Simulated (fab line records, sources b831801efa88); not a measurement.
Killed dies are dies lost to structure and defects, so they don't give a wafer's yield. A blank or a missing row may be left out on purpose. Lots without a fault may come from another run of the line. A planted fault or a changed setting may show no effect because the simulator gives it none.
fab line records | flow sky130
record lots=12 wafers=36 last_day=50
route steps=708 shown CAP2M@604 METAL4@628 PAD_OPEN@708
lots that met no fault: from a run of the same line without faults
start_h: hours from the record's first day to the start of the lot's first wafer shown | wait_h: hours since the lot's step before | " the same as in the row above | L1.1+2: a row that stands for several wafers | - no value, or no start given | * or withheld: withheld | < > ~ a bound
route shown NAME@n: a module of which the file shows steps, and the number in the route of the first | usual: mean/standard deviation of fault-free wafers | same: alike in all rows | chamber/n: place in a boat | sites: the reading at each site | _std_site: their standard deviation | _edge_site: outer sites' mean less inner sites' | radius_mm: how far each site lies from the wafer's centre | mask NAME#n: copy n | behind: the tool/chamber that last shaped the wafer | hold: why the lot was held/for how many hours/how that ended | device: the transistor (n, p or np) that didn't switch | end of line: the same wafers' tests at the end of the route | a step without rows: its recipe alone | killed: dies lost to structure and defects at the first sort, not the wafer's yield | map: a wafer's dies, x killed, . not, _ none there
set.NAME: the setting as run; set.NAME@STEP: as run at that earlier step | model.NAME: the simulator's own value behind a step, which no gauge read
steps of the route over a sample of lots; a table a step, a row a wafer
services: from which hour (start_h, from the record's first day; less than 0 if before it) a tool's chamber was out of use, for how many hours, and why
## steps
# step SKY_CAP2M_THK_MEAS_01
# recipe reads=SiO2_of_CAP2M_CVD_00
# usual CAP2M_CVD_00_THK=15.47/0.18
# columns lot.wafer tool chamber start_h wait_h CAP2M_CVD_00_THK[nm]
L746.3 film_metro-03 - 924.01 - 15.55
L746.4 " - " " 15.51
L746.6 " - " " 15.63
L747.2 film_metro-01 - 936.57 - 15.65
L747.4 " - " " 15.78
L747.5 " - " " 15.80
L750.1 film_metro-03 - 963.33 - 15.34
L750.3 " - " " 15.52
L750.4 " - " " 15.48
L753.2 film_metro-01 - 983.46 - 15.21
L753.4 " - " " 15.47
L753.5 " - " " 15.44
L755.3 film_metro-03 - 990.47 - 15.22
L755.5 " - " " 15.47
L755.6 " - " " 15.31
L756.2 film_metro-01 - 1003.93 - 15.10
L756.3 " - " " 15.14
L756.6 " - " " 15.40
L757.1 film_metro-03 - 1006.48 - 15.32
L757.5 " - " " 15.40
L757.6 " - " " 15.44
L758.1 film_metro-03 - 1016.14 - 15.31
L758.4 " - " " 15.52
L758.5 " - " " 15.68
L759.2 film_metro-01 - 1019.07 - 15.13
L759.3 " - " " 15.31
L759.6 " - " " 15.53
L766.1 film_metro-01 - 1065.60 - 15.37
L766.3 " - " " 15.56
L766.6 " - " " 15.84
L767.1 film_metro-01 - 1067.40 - 15.34
L767.4 " - " " 15.62
L767.6 " - " " 15.46
L768.1 film_metro-03 - 1070.85 - 15.18
L768.2 " - " " 15.14
L768.3 " - " " 15.19
# step SKY_CAP2M_OVL_MEAS_12
# usual CAP2M_OVL=-0.3/1.4
# columns lot.wafer tool chamber start_h wait_h CAP2M_OVL[nm]
L746.3 overlay-02 - 948.76 0.1 -1.2
L746.4 " - " " -1.7
L746.6 " - " " -1.3
L747.2 overlay-01 - 960.95 0.1 -2.4
L747.4 " - " " -2.0
L747.5 " - " " -3.0
L750.1 overlay-02 - 987.68 0.1 0.2
L750.3 " - " " -1.1
L750.4 " - " " 0.0
L753.2 overlay-01 - 1007.04 0.1 1.5
L753.4 " - " " 2.4
L753.5 " - " " 0.8
L755.3 overlay-01 - 1014.06 0.1 0.6
L755.5 " - " " 2.2
L755.6 " - " " -1.0
L756.2 overlay-02 - 1026.85 0.1 -1.4
L756.3 " - " " -0.1
L756.6 " - " " 0.7
L757.1 overlay-01 - 1029.83 0.1 0.4
L757.5 " - " " -0.5
L757.6 " - " " 0.2
L758.1 overlay-01 - 1039.23 0.1 0.1
L758.4 " - " " -2.2
L758.5 " - " " -2.8
L759.2 overlay-01 - 1041.94 0.1 0.1
L759.3 " - " " 0.8
L759.6 " - " " 1.9
L766.1 overlay-01 - 1086.38 0.1 -0.5
L766.3 " - " " -0.5
L766.6 " - " " 0.7
L767.1 overlay-02 - 1087.83 0.1 0.0
L767.4 " - " " -1.1
L767.6 " - " " 0.4
L768.1 overlay-01 - 1091.58 0.1 2.4
L768.2 " - " " -0.4
L768.3 " - " " -0.8
# step SKY_CAP2M_STRIP_14
# recipe chemistry=O2/N2 power_w=1400 pressure_mtorr=1500 platen_temp_c=withheld o2_flow_sccm=3000 n2_flow_sccm=300 overash_fraction=0.5
# usual drypump_motor_current_A=6.1/0.44 o2_flow_sccm=3001/8.5 oes_product_au=0.710/0.0049 strip_time_to_endpoint_s=12.65/0.048
# columns lot.wafer tool chamber start_h wait_h drypump_motor_current_A o2_flow_sccm oes_product_au rf_hours_counter_h strip_time_to_endpoint_s
L746.3 plasma_asher-04 0 948.89 0.1 5.9 3005 0.712 - 12.63
L746.4 " 1 " " 6.4 3006 0.707 - 12.65
L746.6 " 0 " " 5.9 2991 0.718 - 12.61
L747.2 plasma_asher-04 0 961.06 0.1 5.9 2991 0.711 40 12.67
L747.4 " 0 " " 5.9 3003 0.711 - 12.64
L747.5 " 1 " " 6.4 3010 0.698 - 12.63
L750.1 plasma_asher-02 0 987.79 0.1 5.4 3001 0.709 122 12.66
L750.3 " 0 " " 5.4 3006 0.712 - 12.64
L750.4 " 1 " " 6.2 2988 0.706 - 12.67
L753.2 plasma_asher-01 1 1007.14 0.1 5.7 2991 0.709 28 12.61
L753.4 " 1 " " 5.7 2988 0.712 - 12.64
L753.5 " 0 " " 6.7 2999 0.711 - 12.67
L755.3 plasma_asher-01 0 1014.19 0.1 6.8 3005 0.718 - 12.63
L755.5 " 0 " " 6.7 3001 0.711 - 12.59
L755.6 " 1 " " 5.8 3011 0.711 - 12.65
L756.2 plasma_asher-02 1 1026.96 0.1 6.2 2995 0.704 126 12.70
L756.3 " 1 " " 6.2 3001 0.707 - 12.71
L756.6 " 1 " " 6.2 3004 0.713 - 12.66
L757.1 plasma_asher-01 0 1029.94 0.1 6.7 2997 0.708 30 12.64
L757.5 " 1 " " 5.7 2994 0.701 - 12.67
L757.6 " 0 " " 6.7 3003 0.713 - 12.65
L758.1 plasma_asher-02 1 1039.34 0.1 6.3 3002 0.713 127 12.66
L758.4 " 1 " " 6.2 2995 0.713 - 12.64
L758.5 " 0 " " 5.4 2998 0.710 - 12.65
L759.2 plasma_asher-01 0 1042.04 0.1 6.7 3005 0.707 32 12.71
L759.3 " 0 " " 6.7 2991 0.718 - 12.68
L759.6 " 0 " " 6.7 2984 0.715 - 12.74
L766.1 plasma_asher-04 1 1086.49 0.1 6.4 3012 0.711 53 12.66
L766.3 " 1 " " 6.4 3003 0.707 - 12.63
L766.6 " 1 " " 6.4 3015 0.711 - 12.63
L767.1 plasma_asher-01 0 1087.94 0.1 6.8 2997 0.708 35 12.75
L767.4 " 0 " " 6.7 3004 0.701 - 12.78
L767.6 " 1 " " 5.7 3020 0.710 - 12.72
L768.1 plasma_asher-02 1 1091.69 0.1 6.2 2995 0.715 3 12.64
L768.2 " 0 " " 5.4 3001 0.706 3 12.63
L768.3 " 1 " " 6.2 2999 0.718 - 12.63
# step SKY_METAL4_DEVELOP_12
# recipe develop_time_s=60 resist=KrF-thick dev_temp_c=21
# usual chill_plate_temp_C=22.98/0.099 developer_temp_C=21.00/0.1
# columns lot.wafer tool chamber start_h wait_h chill_plate_temp_C developer_temp_C
L746.3 litho_track-03 0 973 - 22.95 21.04
L746.4 " 0 " " 22.95 20.99
L746.6 " 0 " " 23.01 21.07
L747.2 litho_track-03 0 985 - 23.08 20.85
L747.4 " 0 " " 23.12 20.98
L747.5 " 0 " " 23.03 21.10
L750.1 litho_track-01 0 1012 - 23.01 21.02
L750.3 " 0 " " 23.02 21.15
L750.4 " 0 " " 22.88 20.89
L753.2 litho_track-03 0 1030 - 22.93 21.05
L753.4 " 0 " " 22.88 21.01
L753.5 " 0 " " 22.95 21.03
L755.3 litho_track-01 0 1037 - 22.77 21.03
L755.5 " 0 " " 22.73 21.01
L755.6 " 0 " " 22.79 20.70
L756.2 litho_track-01 0 1049 - 23.06 20.96
L756.3 " 0 " " 23.00 21.14
L756.6 " 0 1050 - 23.08 21.01
L757.1 litho_track-01 0 1052 - 22.93 21.03
L757.5 " 0 " " 22.89 21.10
L757.6 " 0 " " 22.86 21.08
L758.1 litho_track-01 0 1061 - 22.82 20.87
L758.4 " 0 1062 - 23.00 20.93
L758.5 " 0 " " 22.95 20.90
L759.2 litho_track-01 0 1064 - 22.99 21.07
L759.3 " 0 " " 22.99 20.94
L759.6 " 0 " " 23.10 21.08
L766.1 litho_track-03 0 1107 - 22.96 21.48
L766.3 " 0 " " 22.86 21.70
L766.6 " 0 " " 23.06 21.62
L767.1 litho_track-03 0 1108 - 22.95 21.68
L767.4 " 0 " " 23.07 21.76
L767.6 " 0 " " 22.98 21.71
L768.1 litho_track-01 0 1111 - 22.99 20.75
L768.2 " 0 " " 22.92 20.81
L768.3 " 0 " " 22.93 20.69
# step SKY_PAD_OPEN_PROBE_99
# usual defect_limited_yield=82.2/1.9 killed_at_M0_to_M3=44/6.6 killed_at_M4_up=3.4/1.9 killed_at_contacts=25/5.6 killed_at_front_end=15/4.6 killed_at_other=0.3/0.6 killed_dies=88/9.5 killed_on_rim=17/3.8 killed_open=47/7.1 killed_short=40/6.4 sort_bin_3_pad_short=1.0/0.47 sort_bin_5_function=10.4/1.4 sort_bin_6_memory=6.4/1.1 sort_n_pass=404/9.5 sort_yield_pct=82.2/1.9
# same gross_dies=492 killed_at_back_side=0 sort_bin_4_leakage[%]=0 sort_bin_8_speed[%]=0
# columns lot.wafer tool chamber start_h wait_h defect_limited_yield[%] killed_at_M0_to_M3 killed_at_M4_up killed_at_contacts killed_at_front_end killed_at_other killed_dies killed_on_rim killed_open killed_short sort_bin_3_pad_short[%] sort_bin_5_function[%] sort_bin_6_memory[%] sort_n_pass sort_yield_pct[%]
L746.3 prober-02 - 1071.06 0.2 82.9 41 1 24 17 1 84 12 50 33 0.6 9.1 7.3 408 82.9
L746.4 prober-02 - 1071.11 0.2 82.1 48 4 25 11 0 88 15 47 41 1.2 9.1 7.5 404 82.1
L746.6 prober-02 - 1071.21 0.2 81.9 50 1 16 21 1 89 19 60 29 1.0 10.2 6.9 403 81.9
L747.2 prober-01 - 1082.63 0.1 84.1 44 2 20 12 0 78 14 37 41 2.0 7.7 6.1 414 84.1
L747.4 prober-01 - 1082.73 0.2 80.5 48 4 24 20 0 96 12 51 45 1.2 11.4 6.9 396 80.5
L747.5 prober-01 - 1082.78 0.2 82.3 51 1 23 12 0 87 19 46 41 0.6 9.8 7.3 405 82.3
L750.1 prober-02 - 1104.71 0.1 83.5 47 3 23 7 1 81 14 45 35 0.8 9.3 6.3 411 83.5
L750.3 prober-02 - 1104.81 0.2 81.7 40 7 27 15 1 90 15 47 43 1.0 11.4 5.9 402 81.7
L750.4 prober-02 - 1104.86 0.2 85.2 53 2 8 8 2 73 14 39 32 0.8 9.3 4.7 419 85.2
L753.2 prober-01 - 1119.63 0.1 83.5 33 4 27 15 2 81 16 40 40 0.8 11.2 4.5 411 83.5
L753.4 prober-01 - 1119.73 0.2 84.1 37 4 27 9 1 78 14 39 39 1.0 8.5 6.3 414 84.1
L753.5 prober-01 - 1119.78 0.2 84.1 49 1 17 11 0 78 15 39 39 0.6 9.6 5.7 414 84.1
L755.3 prober-01 - 1126.69 0.2 83.3 47 2 23 10 0 82 15 37 45 0.6 8.1 7.9 410 83.3
L755.5 prober-01 - 1126.79 0.2 81.1 46 3 24 20 0 93 15 50 43 0.4 11.2 7.3 399 81.1
L755.6 prober-01 - 1126.84 0.2 82.7 53 3 21 8 0 85 15 45 40 0.8 11.2 5.3 407 82.7
L756.2 prober-02 - 1137.46 0.1 81.1 45 5 22 21 0 93 19 47 43 1.6 10.2 7.1 399 81.1
L756.3 prober-02 - 1137.51 0.2 79.5 52 4 27 18 0 101 20 52 46 1.2 11.2 8.1 391 79.5
L756.6 prober-02 - 1137.66 0.2 82.9 31 2 26 23 2 84 16 44 39 1.0 10.8 5.3 408 82.9
L757.1 prober-01 - 1139.53 0.1 78.3 57 7 24 19 0 107 21 58 49 0.6 13.8 7.3 385 78.3
L757.5 prober-01 - 1139.73 0.2 85.0 32 2 24 15 1 74 14 43 31 1.4 8.3 5.3 418 85.0
L757.6 prober-01 - 1139.78 0.2 80.1 43 6 34 15 0 98 17 56 42 1.6 11.0 7.3 394 80.1
L758.1 prober-02 - 1148.82 0.1 81.5 51 6 18 16 0 91 14 54 37 0.8 11.8 5.9 401 81.5
L758.4 prober-02 - 1148.97 0.2 80.5 42 3 29 22 0 96 19 49 46 1.0 11.2 7.3 396 80.5
L758.5 prober-02 - 1149.02 0.2 83.5 40 1 24 16 0 81 15 43 37 0.8 11.2 4.5 411 83.5
L759.2 prober-01 - 1149.82 0.1 83.3 43 5 22 12 0 82 20 43 39 1.4 8.9 6.3 410 83.3
L759.3 prober-01 - 1149.87 0.2 84.1 31 2 34 11 0 78 19 47 31 0.6 9.3 5.9 414 84.1
L759.6 prober-01 - 1150.02 0.2 80.3 43 6 25 23 0 97 22 59 38 1.2 10.8 7.7 395 80.3
L766.1 prober-01 - 1185.67 0.1 78.3 53 1 34 19 0 107 21 56 51 1.2 14.0 6.5 385 78.3
L766.3 prober-01 - 1185.77 0.2 82.1 42 3 27 16 0 88 12 40 48 0.6 11.2 6.1 404 82.1
L766.6 prober-01 - 1185.92 0.2 81.7 47 4 30 9 0 90 21 62 27 0.4 12.6 5.3 402 81.7
L767.1 prober-02 - 1187.17 0.1 82.5 41 2 24 19 0 86 18 43 43 1.4 10.6 5.5 406 82.5
L767.4 prober-02 - 1187.32 0.2 82.7 37 2 24 21 1 85 18 46 39 1.4 10.2 5.7 407 82.7
L767.6 prober-02 - 1187.42 0.2 78.9 44 4 30 26 0 104 15 47 57 1.4 13.0 6.7 388 78.9
L768.1 prober-01 - 1189.66 0.1 80.7 41 4 34 15 1 95 14 46 49 1.0 12.0 6.3 397 80.7
L768.2 prober-01 - 1189.71 0.1 81.9 44 3 23 19 0 89 13 57 31 1.0 11.0 6.1 403 81.9
L768.3 prober-01 - 1189.76 0.2 82.9 37 2 30 15 0 84 20 48 36 0.8 10.2 6.1 408 82.9
# killed by level:class
L746.3 VIA1:geometric_particle:open=16 LI_CONTACT:geometric_particle:open=9 FIELD_ISO:geometric_particle:open=7 CONTACT:geometric_particle:open=7 METAL2:geometric_particle:short=5 METAL1:geometric_particle:short=5 VIA2:geometric_particle:open=5 LOCAL_INTERCONNECT:geometric_particle:short=4
L746.4 VIA1:geometric_particle:open=10 VIA2:geometric_particle:open=8 VIA3:geometric_particle:open=8 LI_CONTACT:geometric_particle:open=6 CONTACT:geometric_particle:open=6 METAL2:geometric_particle:short=6 LOCAL_INTERCONNECT:geometric_particle:short=5 CONTACT:geometric_particle:short=5
L746.6 VIA1:geometric_particle:open=11 VIA2:geometric_particle:open=9 LI_CONTACT:geometric_particle:open=8 FIELD_ISO:geometric_particle:short=6 POLY_GATE:geometric_particle:open=6 CONTACT:geometric_particle:open=5 METAL1:geometric_particle:open=5 METAL2:geometric_particle:short=5
L747.2 CONTACT:geometric_particle:open=8 VIA1:geometric_particle:short=8 METAL1:geometric_particle:short=7 CONTACT:geometric_particle:short=6 LI_CONTACT:geometric_particle:open=5 FIELD_ISO:geometric_particle:open=4 METAL2:geometric_particle:open=4 VIA1:geometric_particle:open=4
L747.4 VIA1:geometric_particle:open=13 CONTACT:geometric_particle:open=11 LI_CONTACT:geometric_particle:open=8 METAL1:geometric_particle:short=7 FIELD_ISO:geometric_particle:short=6 METAL2:geometric_particle:short=6 POLY_GATE:geometric_particle:short=5 VIA1:geometric_particle:short=5
L747.5 VIA1:geometric_particle:open=10 LI_CONTACT:geometric_particle:open=8 METAL1:geometric_particle:short=8 METAL2:geometric_particle:short=7 CONTACT:geometric_particle:open=7 VIA2:geometric_particle:open=7 POLY_GATE:geometric_particle:short=5 VIA3:geometric_particle:open=5
L750.1 VIA2:geometric_particle:open=12 CONTACT:geometric_particle:open=11 METAL1:geometric_particle:short=9 VIA1:geometric_particle:open=9 LI_CONTACT:geometric_particle:open=6 POLY_GATE:geometric_particle:short=4 VIA1:geometric_particle:short=4 CONTACT:geometric_particle:short=3
L750.3 LI_CONTACT:geometric_particle:open=9 VIA1:geometric_particle:open=8 VIA2:geometric_particle:open=8 FIELD_ISO:geometric_particle:short=7 FIELD_ISO:geometric_particle:open=6 CONTACT:geometric_particle:short=6 CONTACT:geometric_particle:open=6 METAL1:geometric_particle:short=6
L750.4 VIA1:geometric_particle:open=17 VIA3:geometric_particle:open=8 VIA3:geometric_particle:short=7 METAL1:geometric_particle:short=5 VIA2:geometric_particle:open=5 CONTACT:geometric_particle:open=4 LOCAL_INTERCONNECT:geometric_particle:short=3 VIA2:geometric_particle:short=3
L753.2 LI_CONTACT:geometric_particle:open=8 CONTACT:geometric_particle:short=8 VIA1:geometric_particle:open=7 METAL3:geometric_particle:short=5 POLY_GATE:geometric_particle:short=4 VIA2:geometric_particle:open=4 LI_CONTACT:geometric_particle:short=4 FIELD_ISO:geometric_particle:open=3
L753.4 METAL1:geometric_particle:short=8 LOCAL_INTERCONNECT:geometric_particle:short=7 VIA3:geometric_particle:open=7 VIA1:geometric_particle:open=6 VIA2:geometric_particle:open=5 LI_CONTACT:geometric_particle:open=5 CONTACT:geometric_particle:open=5 CONTACT:geometric_particle:short=5
L753.5 VIA1:geometric_particle:open=9 VIA1:geometric_particle:short=8 METAL1:geometric_particle:short=7 CONTACT:geometric_particle:open=6 VIA3:geometric_particle:open=6 FIELD_ISO:geometric_particle:open=5 CONTACT:geometric_particle:short=5 VIA2:geometric_particle:open=4
L755.3 LI_CONTACT:geometric_particle:open=9 VIA1:geometric_particle:open=8 METAL1:geometric_particle:short=7 VIA2:geometric_particle:open=6 VIA2:geometric_particle:short=6 METAL2:geometric_particle:short=5 METAL3:geometric_particle:short=5 LOCAL_INTERCONNECT:geometric_particle:short=4
L755.5 VIA1:geometric_particle:open=13 LI_CONTACT:geometric_particle:open=9 VIA3:geometric_particle:open=9 METAL1:geometric_particle:short=8 LOCAL_INTERCONNECT:geometric_particle:short=7 POLY_GATE:geometric_particle:short=6 POLY_GATE:geometric_particle:open=5 CONTACT:geometric_particle:open=5
L755.6 VIA1:geometric_particle:open=12 METAL2:geometric_particle:short=10 CONTACT:geometric_particle:open=8 VIA3:geometric_particle:open=8 VIA2:geometric_particle:open=8 LOCAL_INTERCONNECT:geometric_particle:short=5 VIA1:geometric_particle:short=4 LI_CONTACT:geometric_particle:short=3
L756.2 VIA1:geometric_particle:open=13 POLY_GATE:geometric_particle:short=10 CONTACT:geometric_particle:open=7 LI_CONTACT:geometric_particle:open=6 METAL3:geometric_particle:short=6 VIA3:geometric_particle:open=5 CONTACT:geometric_particle:short=4 VIA1:geometric_particle:short=4
L756.3 VIA1:geometric_particle:open=14 METAL1:geometric_particle:short=9 VIA1:geometric_particle:short=8 CONTACT:geometric_particle:open=8 VIA3:geometric_particle:open=7 LI_CONTACT:geometric_particle:open=6 POLY_GATE:geometric_particle:short=5 CONTACT:geometric_particle:short=5
L756.6 CONTACT:geometric_particle:open=11 VIA1:geometric_particle:open=8 FIELD_ISO:geometric_particle:short=7 METAL2:geometric_particle:short=6 LI_CONTACT:geometric_particle:open=5 CONTACT:geometric_particle:short=5 VIA3:geometric_particle:open=5 POLY_GATE:geometric_particle:open=4
L757.1 VIA3:geometric_particle:open=13 VIA1:geometric_particle:open=12 CONTACT:geometric_particle:open=10 VIA2:geometric_particle:short=7 FIELD_ISO:geometric_particle:short=6 POLY_GATE:geometric_particle:short=6 LI_CONTACT:geometric_particle:open=6 METAL2:geometric_particle:short=5
L757.5 CONTACT:geometric_particle:open=12 VIA1:geometric_particle:open=9 POLY_GATE:geometric_particle:open=7 METAL2:geometric_particle:short=7 LI_CONTACT:geometric_particle:open=6 VIA1:geometric_particle:short=5 METAL1:geometric_particle:short=4 CONTACT:geometric_particle:short=4
L757.6 LI_CONTACT:geometric_particle:open=10 VIA3:geometric_particle:open=9 CONTACT:geometric_particle:open=9 VIA1:geometric_particle:open=9 METAL2:geometric_particle:short=7 CONTACT:geometric_particle:short=5 LOCAL_INTERCONNECT:geometric_particle:short=5 VIA1:geometric_particle:short=5
L758.1 VIA1:geometric_particle:open=13 CONTACT:geometric_particle:open=10 VIA2:geometric_particle:open=8 METAL1:geometric_particle:short=7 VIA1:geometric_particle:short=5 METAL2:geometric_particle:short=5 FIELD_ISO:geometric_particle:short=4 POLY_GATE:geometric_particle:open=4
L758.4 CONTACT:geometric_particle:open=10 FIELD_ISO:geometric_particle:short=9 LI_CONTACT:geometric_particle:open=9 VIA2:geometric_particle:open=8 CONTACT:geometric_particle:short=7 VIA1:geometric_particle:open=6 FIELD_ISO:geometric_particle:open=5 VIA1:geometric_particle:short=5
L758.5 CONTACT:geometric_particle:open=9 VIA1:geometric_particle:open=7 LI_CONTACT:geometric_particle:open=6 METAL1:geometric_particle:short=6 VIA2:geometric_particle:open=6 VIA3:geometric_particle:open=6 FIELD_ISO:geometric_particle:open=5 METAL2:geometric_particle:short=5
L759.2 CONTACT:geometric_particle:open=11 VIA3:geometric_particle:open=10 VIA1:geometric_particle:open=7 METAL1:geometric_particle:short=7 VIA1:geometric_particle:short=6 LI_CONTACT:geometric_particle:open=5 FIELD_ISO:geometric_particle:short=4 METAL3:geometric_particle:short=4
L759.3 CONTACT:geometric_particle:open=13 LI_CONTACT:geometric_particle:open=10 VIA3:geometric_particle:open=8 POLY_GATE:geometric_particle:open=5 CONTACT:geometric_particle:short=5 VIA1:geometric_particle:open=5 VIA1:geometric_particle:short=5 METAL2:geometric_particle:short=4
L759.6 VIA1:geometric_particle:open=12 VIA3:geometric_particle:open=10 CONTACT:geometric_particle:open=10 FIELD_ISO:geometric_particle:open=8 VIA2:geometric_particle:open=6 LI_CONTACT:geometric_particle:open=5 CONTACT:geometric_particle:short=5 METAL4:geometric_particle:short=5
L766.1 VIA1:geometric_particle:open=15 CONTACT:geometric_particle:open=9 LI_CONTACT:geometric_particle:open=8 VIA3:geometric_particle:open=7 CONTACT:geometric_particle:short=7 FIELD_ISO:geometric_particle:short=6 METAL1:geometric_particle:short=6 VIA1:geometric_particle:short=6
L766.3 VIA1:geometric_particle:open=12 CONTACT:geometric_particle:open=8 FIELD_ISO:geometric_particle:short=7 LOCAL_INTERCONNECT:geometric_particle:short=6 CONTACT:geometric_particle:short=6 VIA3:geometric_particle:open=6 METAL2:geometric_particle:short=5 POLY_GATE:geometric_particle:short=4
L766.6 CONTACT:geometric_particle:open=15 VIA1:geometric_particle:open=15 VIA2:geometric_particle:open=9 VIA3:geometric_particle:open=6 LI_CONTACT:geometric_particle:open=5 METAL2:geometric_particle:short=5 CONTACT:geometric_particle:short=4 FIELD_ISO:geometric_particle:open=3
L767.1 VIA1:geometric_particle:short=11 VIA1:geometric_particle:open=9 LI_CONTACT:geometric_particle:open=8 VIA3:geometric_particle:open=6 LI_CONTACT:geometric_particle:short=5 FIELD_ISO:geometric_particle:open=4 CONTACT:geometric_particle:open=4 CONTACT:geometric_particle:short=4
L767.4 CONTACT:geometric_particle:open=10 VIA1:geometric_particle:open=8 LI_CONTACT:geometric_particle:open=6 FIELD_ISO:geometric_particle:short=5 FIELD_ISO:geometric_particle:open=5 POLY_GATE:geometric_particle:open=5 METAL3:geometric_particle:short=5 VIA3:geometric_particle:open=5
L767.6 VIA1:geometric_particle:open=12 CONTACT:geometric_particle:open=10 FIELD_ISO:geometric_particle:short=9 CONTACT:geometric_particle:short=9 VIA2:geometric_particle:open=8 VIA1:geometric_particle:short=7 METAL1:geometric_particle:short=7 METAL2:geometric_particle:short=6
L768.1 CONTACT:geometric_particle:open=12 LOCAL_INTERCONNECT:geometric_particle:short=7 CONTACT:geometric_particle:short=7 VIA1:geometric_particle:short=7 LI_CONTACT:geometric_particle:open=6 METAL1:geometric_particle:short=6 METAL2:geometric_particle:short=6 FIELD_ISO:geometric_particle:short=5
L768.2 CONTACT:geometric_particle:open=15 VIA1:geometric_particle:open=13 VIA1:geometric_particle:short=7 FIELD_ISO:geometric_particle:open=6 METAL1:geometric_particle:short=6 VIA3:geometric_particle:open=6 FIELD_ISO:geometric_particle:short=5 POLY_GATE:geometric_particle:open=5
L768.3 LI_CONTACT:geometric_particle:open=10 VIA1:geometric_particle:open=9 CONTACT:geometric_particle:open=8 VIA3:geometric_particle:open=7 FIELD_ISO:geometric_particle:open=5 FIELD_ISO:geometric_particle:short=5 CONTACT:geometric_particle:short=5 LI_CONTACT:geometric_particle:short=4
## services
# columns tool chamber start_h hours kind
plasma_asher-01 - 927.09 2.5 repair
plasma_asher-02 - 931.11 8.5 repair
litho_track-03 - 1029.79 - consumable_replace:filter
plasma_asher-02 - 1055.28 9.0 pm
plasma_asher-02 0 1055.28 9.0 vent_cycle
plasma_asher-02 1 1055.28 9.0 vent_cycle
plasma_asher-01 - 1061.15 12.7 repair
plasma_asher-02 0 1064.28 - clean
plasma_asher-02 1 1064.28 - clean
plasma_asher-01 - 1097.38 1.3 repair
## key
first_sign step=SKY_METAL4_DEVELOP_12 reading=developer_temp_C direction=up sigmas=6.4 usual=* struck=*
effect none on later readings
met_at SKY_METAL4_DEVELOP_12
struck_lots L766,L767
not_acting_at SKY_CAP2M_THK_MEAS_01,SKY_CAP2M_OVL_MEAS_12,SKY_CAP2M_STRIP_14
onset_between 1030 1107
fault kind=process_parameter_drift tool=litho_track-03 chamber=- onset_h=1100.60 steps=SKY_METAL4_DEVELOP_12 channel=dev_temp_c offset=* shape=step end_h=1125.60 acts_in=* stated=*
